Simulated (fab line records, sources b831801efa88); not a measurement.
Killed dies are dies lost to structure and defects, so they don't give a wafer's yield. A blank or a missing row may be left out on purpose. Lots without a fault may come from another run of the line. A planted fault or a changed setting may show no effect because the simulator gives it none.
Which tool did it? | flow sky130 | 6 lots, 18 wafers sampled, at 1 step of a route of 708

WHAT THE GAUGES READ, wafer by wafer
SKY_PWDE_TW_MEAS_10.
lot  | measured    | on            | PWDE_TW
L832 | day 4 01:32 | film_metro-02 | 372.1 370.9 370.0
L834 | day 4 11:46 | film_metro-03 | 375.3 375.1 375.4
L841 | day 6 03:10 | film_metro-02 | 371.2 371.4 372.5
L845 | day 7 01:40 | film_metro-02 | 374.2 371.0 372.7
L848 | day 7 18:44 | film_metro-03 | 379.0 379.1 378.4
L851 | day 8 11:06 | film_metro-03 | 377.7 375.6 376.0

WHICH TOOL RAN EACH LOT (tool, then ch and the chambers of the sampled wafers, then the start)
The record holds no process step before these readings.

THE ANSWER, worked out from the rows above alone
Rule: what is usual is taken from the lots themselves. Put in order of their means at a reading, lots are off if they are a third of the lots or fewer, leave a main group of 4 or more, and stand apart from it by a gap of 3 or more times the standard deviation of the main group's means; of several such gaps the widest counts. A main group whose means are all the same, to the digits that the tables above print for the reading, isn't used. A lot without any number at a reading at which 4 lots or more have one is off too. The other lots that the step has rows for count as sound.
No lot is off at any reading shown: from this, nothing can be told.

WHAT THE SIMULATOR HAD PUT IN
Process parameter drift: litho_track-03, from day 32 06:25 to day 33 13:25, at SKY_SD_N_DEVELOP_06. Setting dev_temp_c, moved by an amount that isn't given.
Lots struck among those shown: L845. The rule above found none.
